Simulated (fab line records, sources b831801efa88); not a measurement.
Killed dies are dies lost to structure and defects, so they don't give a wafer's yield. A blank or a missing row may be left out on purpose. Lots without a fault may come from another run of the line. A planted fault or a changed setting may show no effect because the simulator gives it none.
fab line records | flow sfq_line | part 1 of 2: steps 1 to 26 of 36
record lots=5 wafers=15 last_day=84
route steps=325 shown I6@272 M7@281 I7@296
lots that met no fault: from a run of the same line without faults
start_h: hours from the record's first day to the start of the lot's first wafer shown | wait_h: hours since the lot's step before | " the same as in the row above | L1.1+2: a row that stands for several wafers | - no value, or no start given | * or withheld: withheld | < > ~ a bound
route shown NAME@n: a module of which the file shows steps, and the number in the route of the first | usual: mean/standard deviation of fault-free wafers | same: alike in all rows | chamber/n: place in a boat | sites: the reading at each site | _std_site: their standard deviation | _edge_site: outer sites' mean less inner sites' | radius_mm: how far each site lies from the wafer's centre | mask NAME#n: copy n | behind: the tool/chamber that last shaped the wafer | hold: why the lot was held/for how many hours/how that ended | device: the transistor (n, p or np) that didn't switch | end of line: the same wafers' tests at the end of the route | a step without rows: its recipe alone | killed: dies lost to structure and defects at the first sort, not the wafer's yield | map: a wafer's dies, x killed, . not, _ none there
set.NAME: the setting as run; set.NAME@STEP: as run at that earlier step | model.NAME: the simulator's own value behind a step, which no gauge read
lots at some steps of the route; a table a step, a row a wafer
services: from which hour (start_h, from the record's first day; less than 0 if before it) a tool's chamber was out of use, for how many hours, and why
## steps
# step SFQ_TRILAYER_I6_VIA_LITHO_SOFTBAKE_173
# recipe temp_c=withheld time_s=withheld resist=KrF
# columns lot.wafer tool chamber start_h wait_h
L079.1+3+6 litho_track-01 0 1581.58 0.2
L081.3+4+6 litho_track-03 0 1590.03 0.2
L084.1+3+4 litho_track-03 0 1637.78 0.2
L089.1+2+5 litho_track-01 0 1675.25 0.2
L096.1+4+6 litho_track-01 0 1754.03 0.2
# step SFQ_TRILAYER_I6_VIA_LITHO_EXPOSE_170
# recipe mask_id=I6 na=0.6 source_shape=conventional sigma_outer=0.65 target_cd_nm=700 dose_mj=21.3
# columns lot.wafer tool chamber start_h wait_h mask
L079.1+3+6 krf_scanner-01 0 1686.82 - I6#0
L081.3+4+6 krf_scanner-01 0 1692.02 - I6#0
L084.1+3+4 krf_scanner-02 0 1733.25 - I6#0
L089.1+2+5 krf_scanner-02 0 1760.85 - I6#0
L096.1+4+6 krf_scanner-01 0 1843.31 - I6#0
# step SFQ_TRILAYER_I6_VIA_LITHO_PEB_172
# recipe peb_temp_c=115 peb_time_s=60 resist=KrF
# columns lot.wafer tool chamber start_h wait_h
L079.1+3+6 litho_track-03 0 1688.02 1.0
L081.3+4+6 litho_track-04 0 1692.87 0.7
L084.1+3+4 litho_track-01 0 1734.45 1.0
L089.1+2+5 litho_track-01 0 1762.05 1.0
L096.1+4+6 litho_track-03 0 1844.51 1.0
# step SFQ_TRILAYER_I6_VIA_LITHO_DEVELOP_171
# recipe time_s=60 resist=KrF
# columns lot.wafer tool chamber start_h wait_h
L079.1+3+6 litho_track-03 0 1688.17 0.1
L081.3+4+6 litho_track-04 0 1693.02 0.1
L084.1+3+4 litho_track-01 0 1734.60 0.1
L089.1+2+5 litho_track-01 0 1762.20 0.1
L096.1+4+6 litho_track-03 0 1844.66 0.1
# step SFQ_I6_OVL_MEAS_942
# usual I6_OVL=1/6.4
# columns lot.wafer tool chamber start_h wait_h I6_OVL[nm]
L079.1 overlay-02 - 1688.32 0.1 15
L079.3 " - " " 16
L079.6 " - " " 9
L081.3 overlay-01 - 1693.13 0.1 -5
L081.4 " - " " 0
L081.6 " - " " -2
L084.1 overlay-01 - 1734.75 0.1 2
L084.3 " - " " 1
L084.4 " - " " 1
L089.1 overlay-01 - 1762.35 0.1 7
L089.2 " - " " 8
L089.5 " - " " 5
L096.1 overlay-02 - 1844.81 0.1 9
L096.4 " - " " -1
L096.6 " - " " 2
# step SFQ_TRILAYER_I6_VIA_BARC_OPEN_VIA_ETCH_235
# recipe mask_material=PR chemistry=O2 target_depth_nm=125 target=BARC source_w=500 bias_w=80 pressure_mtorr=30 time_s=41.7
# usual chamber_pressure_mTorr=30.000/0.029 drypump_motor_current_A=5.55/0.25 oes_product_au=0.684/0.005
# columns lot.wafer tool chamber start_h wait_h chamber_pressure_mTorr drypump_motor_current_A oes_product_au rf_hours_counter_h
L079.1 rie_diel-04 0 1688.35 0.0 30.014 5.71 0.687 13
L079.3 " 3 " " 30.029 5.79 0.680 15
L079.6 " 1 " " 30.025 5.37 0.684 -
L081.3 rie_diel-02 3 1693.15 0.0 30.070 5.41 0.679 1
L081.4 " 1 " " 30.010 5.70 0.686 0
L081.6 " 0 " " 29.971 5.52 0.682 -
L084.1 rie_diel-04 2 1734.79 0.0 29.983 5.77 0.688 1
L084.3 " 3 " " 30.042 5.77 0.687 15
L084.4 " 1 " " 29.942 5.33 0.688 10
L089.1 rie_diel-04 3 1762.39 0.0 29.999 5.80 0.685 16
L089.2 " 1 " " 30.019 5.31 0.686 11
L089.5 " 3 " " 29.962 5.81 0.679 -
L096.1 rie_diel-04 1 1844.84 0.0 30.007 5.32 0.677 12
L096.4 " 0 " " 30.093 5.70 0.685 15
L096.6 " 1 " " 30.040 5.32 0.694 -
# step SFQ_TRILAYER_I6_VIA_ETCH_VIA_ETCH_172
# recipe target=SiO2 stop_on=Nb mask_material=PR taper_deg=20 chemistry=CHF3 target_depth_nm=260 source_w=500 bias_w=80 pressure_mtorr=30 time_s=withheld
# usual chamber_pressure_mTorr=30.001/0.028 drypump_motor_current_A=5.55/0.25 oes_product_au=0.854/0.0049
# columns lot.wafer tool chamber start_h wait_h chamber_pressure_mTorr drypump_motor_current_A oes_product_au
L079.1 rie_diel-04 0 1688.39 0.0 29.984 5.71 0.857
L079.3 " 3 " " 30.007 5.80 0.859
L079.6 " 1 " " 30.021 5.38 0.852
L081.3 rie_diel-02 3 1693.19 0.0 30.014 5.36 0.854
L081.4 " 1 " " 30.017 5.73 0.861
L081.6 " 0 " " 29.970 5.47 0.850
L084.1 rie_diel-04 2 1734.83 0.0 30.041 5.76 0.859
L084.3 " 3 " " 29.977 5.82 0.852
L084.4 " 1 " " 30.007 5.29 0.859
L089.1 rie_diel-04 3 1762.43 0.0 30.008 5.80 0.844
L089.2 " 1 " " 29.962 5.33 0.857
L089.5 " 3 " " 30.001 5.80 0.853
L096.1 rie_diel-04 1 1844.88 0.0 29.993 5.35 0.850
L096.4 " 0 " " 29.997 5.70 0.857
L096.6 " 1 " " 29.969 5.35 0.860
# step SFQ_TRILAYER_I6_VIA_STRIP_STRIP_173
# recipe gas=O2 power_w=200 platen_temp_c=40 overash_fraction=0.65 chemistry=O2 pressure_mtorr=50
# usual chamber_pressure_mTorr=50.00/0.048 drypump_motor_current_A=5.5/0.46 oes_product_au=0.999/0.0089
# same overash_fraction=0.65
# columns lot.wafer tool chamber start_h wait_h chamber_pressure_mTorr drypump_motor_current_A oes_product_au rf_hours_counter_h
L079.1 rie_metal-04 0 1688.50 - 50.03 6.1 1.002 79
L079.3 " 0 " " 49.96 6.1 1.010 -
L079.6 " 1 " " 50.07 5.7 1.004 -
L081.3 rie_metal-01 1 1693.50 - 49.94 5.5 0.997 -
L081.4 " 0 " " 49.98 5.9 1.006 -
L081.6 " 1 " " 50.02 5.5 1.002 -
L084.1 rie_metal-02 1 1734.94 - 50.01 5.4 0.985 68
L084.3 " 0 " " 49.98 4.7 1.004 -
L084.4 " 1 " " 50.00 5.4 0.989 -
L089.1 rie_metal-01 1 1762.54 - 49.93 5.5 0.988 46
L089.2 " 0 " " 49.98 5.9 0.997 65
L089.5 " 0 " " 49.99 5.9 0.996 -
L096.1 rie_metal-01 0 1845.00 - 49.98 5.9 0.987 75
L096.4 " 0 " " 49.98 5.9 0.997 -
L096.6 " 0 " " 50.05 5.9 0.993 -
# step SFQ_TRILAYER_I6_VIA_STRIP_SOLV_CLEAN_174
# recipe chemistry=NMP temp_c=70 time_s=600
# columns lot.wafer tool chamber start_h wait_h
L079.1+3+6 wet_bench-02 2,7,6 1689.30 0.5
L081.3+4+6 wet_bench-01 4,3,1 1693.90 0.2
L084.1+3+4 wet_bench-02 1,2,5 1735.74 0.5
L089.1+2+5 wet_bench-04 3,6,1 1763.14 0.4
L096.1+4+6 wet_bench-02 0,1,2 1845.60 0.4
# step SFQ_TRILAYER_M7_DEP_PRE_CLEAN_176
# recipe gas=Ar time_s=22.5 bias_v=250
# columns lot.wafer tool chamber start_h wait_h
L079.1+3+6 pvd_sputter-04 - 1689.49 0.0
L081.3+4+6 pvd_sputter-05 - 1694.08 0.0
L084.1+3+4 pvd_sputter-05 - 1735.91 0.0
L089.1+2+5 pvd_sputter-06 - 1763.31 0.0
L096.1+4+6 pvd_sputter-06 - 1845.77 0.0
# step SFQ_TRILAYER_M7_DEP_SPUTTER_175
# recipe material=Nb base_pressure_pa=1.33e-06 chamber_pressure_pa=0.1333 substrate_temp_c=20 target_thk_nm=200 power_w=2000 time_s=133.3
# usual throttle_valve_pct=30.5/1.1
# columns lot.wafer tool chamber start_h wait_h throttle_valve_pct
L079.1 pvd_sputter-04 - 1689.52 0.0 30.5
L079.3 " - " " 32.9
L079.6 " - " " 30.5
L081.3 pvd_sputter-05 - 1694.11 0.0 29.6
L081.4 " - " " 29.7
L081.6 " - " " 30.4
L084.1 pvd_sputter-05 - 1735.94 0.0 29.6
L084.3 " - " " 31.8
L084.4 " - " " 29.8
L089.1 pvd_sputter-06 - 1763.34 0.0 29.0
L089.2 " - " " 29.9
L089.5 " - " " 29.3
L096.1 pvd_sputter-06 - 1845.80 0.0 32.5
L096.4 " - " " 30.0
L096.6 " - " " 32.4
# step SFQ_M7_RS_MEAS_943
# recipe thk_meas_gauge=four-point-probe reads=Nb_of_TRILAYER_M7_DEP_SPUTTER_175
# usual M7_NB_RS=0.890/0.0071
# columns lot.wafer tool chamber start_h wait_h M7_NB_RS[ohm/sq]
L079.1 film_metro-01 - 1689.61 0.0 0.895
L079.3 " - " " 0.895
L079.6 " - " " 0.890
L081.3 film_metro-01 - 1694.24 0.1 0.881
L081.4 " - " " 0.891
L081.6 " - " " 0.892
L084.1 film_metro-01 - 1736.03 0.0 0.885
L084.3 " - " " 0.893
L084.4 " - " " 0.883
L089.1 film_metro-01 - 1763.43 0.0 0.885
L089.2 " - " " 0.888
L089.5 " - " " 0.892
L096.1 film_metro-02 - 1845.89 0.0 0.896
L096.4 " - " " 0.894
L096.6 " - " " 0.888
# step SFQ_TRILAYER_M7_LITHO_COAT_182
# recipe resist=BARC spin_rpm=2970 resist_thk_nm=62
# usual dispense_pressure_kPa=52.1/1.1 spin_speed_rpm=2970.1/1.9
# columns lot.wafer tool chamber start_h wait_h dispense_pressure_kPa spin_speed_rpm
L079.1 litho_track-04 0 1689.79 0.1 52.4 2971.3
L079.3 " 0 " " 52.3 2971.1
L079.6 " 0 " " 52.4 2971.0
L081.3 litho_track-02 0 1694.48 0.1 53.4 2971.8
L081.4 " 0 " " 53.3 2975.7
L081.6 " 0 " " 53.3 2972.5
L084.1 litho_track-03 0 1736.21 0.1 50.4 2970.8
L084.3 " 0 " " 50.4 2968.1
L084.4 " 0 " " 50.4 2968.0
L089.1 litho_track-03 0 1763.61 0.1 50.4 2969.7
L089.2 " 0 " " 50.4 2970.6
L089.5 " 0 " " 50.4 2969.7
L096.1 litho_track-03 0 1846.07 0.1 50.4 2970.1
L096.4 " 0 " " 50.4 2972.0
L096.6 " 0 " " 50.4 2971.0
# step SFQ_TRILAYER_M7_LITHO_COAT_177
# recipe resist=KrF spin_rpm=3000 resist_thk_nm=600
# usual dispense_pressure_kPa=52.1/1.1 spin_speed_rpm=3000.1/2.2
# columns lot.wafer tool chamber start_h wait_h dispense_pressure_kPa spin_speed_rpm
L079.1 litho_track-04 0 1690.09 0.2 52.3 2996.2
L079.3 " 0 " " 52.4 3001.3
L079.6 " 0 " " 52.4 2998.9
L081.3 litho_track-02 0 1694.78 0.2 53.3 2997.8
L081.4 " 0 " " 53.3 2999.2
L081.6 " 0 " " 53.3 2998.7
L084.1 litho_track-03 0 1736.51 0.2 50.4 2999.4
L084.3 " 0 " " 50.4 2998.2
L084.4 " 0 " " 50.4 2998.6
L089.1 litho_track-03 0 1763.91 0.2 50.4 3001.5
L089.2 " 0 " " 50.4 2998.7
L089.5 " 0 " " 50.4 3000.1
L096.1 litho_track-03 0 1846.37 0.2 50.4 2999.0
L096.4 " 0 " " 50.4 3001.2
L096.6 " 0 " " 50.4 2999.8
# step SFQ_TRILAYER_M7_LITHO_SOFTBAKE_181
# recipe temp_c=withheld time_s=withheld resist=KrF
# columns lot.wafer tool chamber start_h wait_h
L079.1+3+6 litho_track-04 0 1690.39 0.2
L081.3+4+6 litho_track-02 0 1695.03 0.2
L084.1+3+4 litho_track-03 0 1736.81 0.2
L089.1+2+5 litho_track-03 0 1764.21 0.2
L096.1+4+6 litho_track-03 0 1846.67 0.2
# step SFQ_TRILAYER_M7_LITHO_EXPOSE_178
# recipe mask_id=M7 na=0.6 source_shape=conventional sigma_outer=0.65 target_cd_nm=500 dose_mj=14.4
# columns lot.wafer tool chamber start_h wait_h mask
L079.1+3+6 krf_scanner-02 0 1690.54 - M7#0
L081.3+4+6 krf_scanner-02 0 1696.94 - M7#0
L084.1+3+4 krf_scanner-02 0 1827.61 - M7#0
L089.1+2+5 krf_scanner-01 0 1857.03 - M7#0
L096.1+4+6 krf_scanner-01 0 1927.37 - M7#0
# step SFQ_TRILAYER_M7_LITHO_PEB_180
# recipe peb_temp_c=115 peb_time_s=60 resist=KrF
# columns lot.wafer tool chamber start_h wait_h
L079.1+3+6 litho_track-02 0 1691.74 1.0
L081.3+4+6 litho_track-03 0 1697.79 0.7
L084.1+3+4 litho_track-02 0 1828.81 1.0
L089.1+2+5 litho_track-02 0 1858.23 1.0
L096.1+4+6 litho_track-02 0 1928.57 1.0
# step SFQ_TRILAYER_M7_LITHO_DEVELOP_179
# recipe time_s=60 resist=KrF
# columns lot.wafer tool chamber start_h wait_h
L079.1+3+6 litho_track-02 0 1691.89 0.1
L081.3+4+6 litho_track-03 0 1697.94 0.1
L084.1+3+4 litho_track-02 0 1828.96 0.1
L089.1+2+5 litho_track-02 0 1858.38 0.1
L096.1+4+6 litho_track-02 0 1928.72 0.1
# step SFQ_M7_OVL_MEAS_945
# usual M7_OVL=-1/5.2
# columns lot.wafer tool chamber start_h wait_h M7_OVL[nm]
L079.1 overlay-02 - 1692.04 0.1 0
L079.3 " - " " 1
L079.6 " - " " -5
L081.3 overlay-02 - 1698.06 0.1 -9
L081.4 " - " " -10
L081.6 " - " " -8
L084.1 overlay-01 - 1829.11 0.1 1
L084.3 " - " " 7
L084.4 " - " " 7
L089.1 overlay-02 - 1858.53 0.1 3
L089.2 " - " " 2
L089.5 " - " " -4
L096.1 overlay-01 - 1928.87 0.1 4
L096.4 " - " " -3
L096.6 " - " " -4
# step SFQ_TRILAYER_M7_BARC_OPEN_METAL_ETCH_229
# recipe mask_material=PR chemistry=O2 target_depth_nm=125 target=BARC icp_w=600 bias_w=80 pressure_mtorr=10 time_s=41.7
# usual chamber_pressure_mTorr=10.001/0.0098 drypump_motor_current_A=5.4/0.35 oes_product_au=0.686/0.0043
# columns lot.wafer tool chamber start_h wait_h chamber_pressure_mTorr drypump_motor_current_A oes_product_au rf_hours_counter_h
L079.1 rie_metal-03 0 1692.08 0.0 9.983 5.5 0.687 33
L079.3 " 0 " " 10.008 5.5 0.694 -
L079.6 " 0 " " 9.991 5.5 0.693 -
L081.3 rie_metal-01 1 1698.10 0.0 9.999 5.5 0.690 -
L081.4 " 0 " " 10.010 5.9 0.687 -
L081.6 " 1 " " 9.993 5.5 0.680 -
L084.1 rie_metal-02 0 1829.15 0.0 9.993 4.7 0.683 76
L084.3 " 1 " " 10.003 5.4 0.693 -
L084.4 " 0 " " 10.019 4.7 0.690 -
L089.1 rie_metal-02 1 1858.56 0.0 10.005 5.4 0.687 84
L089.2 " 0 " " 10.004 4.7 0.689 80
L089.5 " 0 " " 10.006 4.7 0.691 -
L096.1 rie_metal-03 1 1928.90 0.0 9.987 5.3 0.685 21
L096.4 " 1 " " 10.008 5.3 0.684 -
L096.6 " 0 " " 10.010 5.5 0.681 -
# step SFQ_TRILAYER_M7_ETCH_METAL_ETCH_180
# recipe target=Nb stop_on=SiO2 mask_material=PR chemistry=Cl2/Ar target_depth_nm=240 icp_w=600 bias_w=80 pressure_mtorr=10 time_s=120
# usual chamber_pressure_mTorr=10.001/0.0093 drypump_motor_current_A=5.4/0.35 oes_product_au=0.894/0.0057
# columns lot.wafer tool chamber start_h wait_h chamber_pressure_mTorr drypump_motor_current_A oes_product_au rf_hours_counter_h
L079.1 rie_metal-03 0 1692.14 0.0 9.988 5.5 0.900 33
L079.3 " 0 " " 10.009 5.5 0.893 -
L079.6 " 0 " " 10.000 5.5 0.894 -
L081.3 rie_metal-01 1 1698.18 0.1 10.008 5.5 0.896 -
L081.4 " 0 " " 9.998 5.9 0.894 -
L081.6 " 1 " " 9.991 5.5 0.893 -
L084.1 rie_metal-02 0 1829.21 0.0 10.018 4.7 0.895 76
L084.3 " 1 " " 10.008 5.4 0.893 -
L084.4 " 0 " " 10.010 4.7 0.897 -
L089.1 rie_metal-02 1 1858.62 0.0 10.000 5.4 0.892 84
L089.2 " 0 " " 10.000 4.7 0.906 80
L089.5 " 0 " " 10.005 4.7 0.893 -
L096.1 rie_metal-03 1 1928.96 0.0 10.008 5.3 0.888 21
L096.4 " 1 " " 10.010 5.3 0.887 -
L096.6 " 0 " " 10.012 5.5 0.895 -
# step SFQ_TRILAYER_M7_STRIP_STRIP_181
# recipe gas=O2 power_w=200 platen_temp_c=40 overash_fraction=0.65 chemistry=O2 pressure_mtorr=50
# usual chamber_pressure_mTorr=50.00/0.047 drypump_motor_current_A=5.4/0.35 oes_product_au=1.000/0.0077
# same overash_fraction=0.65
# columns lot.wafer tool chamber start_h wait_h chamber_pressure_mTorr drypump_motor_current_A oes_product_au rf_hours_counter_h
L079.1 rie_metal-03 0 1692.27 0.1 49.99 5.5 1.009 33
L079.3 " 0 " " 49.99 5.5 0.999 -
L079.6 " 0 " " 50.01 5.5 0.993 -
L081.3 rie_metal-01 1 1698.47 0.2 50.00 5.4 0.994 -
L081.4 " 0 " " 50.11 5.9 0.991 -
L081.6 " 1 " " 49.94 5.5 0.998 -
L084.1 rie_metal-02 0 1829.33 0.1 50.02 4.7 0.989 76
L084.3 " 1 " " 49.96 5.4 0.989 -
L084.4 " 0 " " 49.99 4.7 0.994 -
L089.1 rie_metal-02 1 1858.75 0.1 49.98 5.4 1.002 84
L089.2 " 0 " " 50.02 4.7 1.001 80
L089.5 " 0 " " 49.96 4.7 0.999 -
L096.1 rie_metal-03 1 1929.09 0.1 50.08 5.3 1.005 21
L096.4 " 1 " " 50.07 5.2 1.008 -
L096.6 " 0 " " 49.94 5.5 1.003 -
# step SFQ_TRILAYER_M7_STRIP_SOLV_CLEAN_182
# recipe chemistry=NMP temp_c=70 time_s=600
# columns lot.wafer tool chamber start_h wait_h
L079.1+3+6 wet_bench-04 5,1,3 1692.87 0.4
L081.3+4+6 wet_bench-02 6,5,1 1698.87 0.2
L084.1+3+4 wet_bench-04 2,6,7 1829.93 0.4
L089.1+2+5 wet_bench-03 2,6,5 1859.35 0.4
L096.1+4+6 wet_bench-04 0,6,4 1929.69 0.4
# step SFQ_TRILAYER_I7_DEP_PECVD_183
# recipe material=SiO2 temp_c=150 time_s=111.11 pressure_torr=2.4 rf_w=183.3 precursor=SiH4/N2O target_thk_nm=500
# usual heater_power_w=96/22 throttle_valve_pct=25.3/1.2
# columns lot.wafer tool chamber start_h wait_h heater_power_w throttle_valve_pct
L079.1 pecvd-03 0 1693.06 0.0 129 24.1
L079.3 " 1 " " 77 25.1
L079.6 " 1 " " 63 25.1
L081.3 pecvd-04 0 1699.06 0.0 75 25.6
L081.4 " 0 " " 78 25.6
L081.6 " 2 " " 83 23.5
L084.1 pecvd-04 1 1830.11 0.0 106 27.4
L084.3 " 0 " " 73 25.4
L084.4 " 1 " " 107 27.1
L089.1 pecvd-03 2 1859.54 0.0 81 26.9
L089.2 " 0 " " 118 24.6
L089.5 " 0 " " 127 24.6
L096.1 pecvd-02 0 1929.86 0.0 119 24.9
L096.4 " 1 " " 114 24.7
L096.6 " 0 " " 126 25.0
# step SFQ_TRILAYER_I7_CMP_CMP_184
# recipe material=SiO2 down_force_psi=3 platen_rpm=60.56 pad_velocity_m_s=0.94248
# usual motor_current_A=10.4/1 time_to_endpoint_s=212/6.8
# columns lot.wafer tool chamber start_h wait_h motor_current_A time_to_endpoint_s
L079.1 cmp-01 2 1696.26 3.2 8.3 205
L079.3 " 3 " " 9.7 204
L079.6 " 1 1697.76 4.6 9.2 208
L081.3 cmp-02 3 1703.83 4.7 11.1 197
L081.4 " 1 1704.83 5.7 10.4 206
L081.6 " 2 " " 11.7 210
L084.4 cmp-01 0 1830.19 0.0 12.1 227
L084.3 " 1 " " 9.6 213
L084.1 " 3 1831.69 1.5 9.8 208
L089.2 cmp-02 1 1861.09 1.5 10.9 216
L089.1 " 2 " " 10.9 215
L089.5 " 2 1863.59 4.0 11.0 220
L096.1 cmp-02 0 1933.29 3.4 11.0 206
L096.4 " 2 1934.29 4.3 11.4 213
L096.6 " 3 " " 10.4 212
# step SFQ_I7_BOW_MEAS_946
# recipe mode=bow
# usual I7_BOW=8/13
# columns lot.wafer tool chamber start_h wait_h I7_BOW[um]
L079.1 film_metro-02 - 1698.26 1.5 2
L079.3 " - " " -1
L079.6 " - " " -4
L081.3 film_metro-04 - 1706.37 2.0 -5
L081.4 " - " " -2
L081.6 " - " " -4
L084.1 film_metro-02 - 1833.19 1.0 33
L084.3 " - " " 15
L084.4 " - " " 18
L089.1 film_metro-03 - 1864.09 2.0 13
L089.2 " - " " 13
L089.5 " - " " 18
L096.1 film_metro-04 - 1935.79 2.0 -7
L096.4 " - " " -2
L096.6 " - " " -2
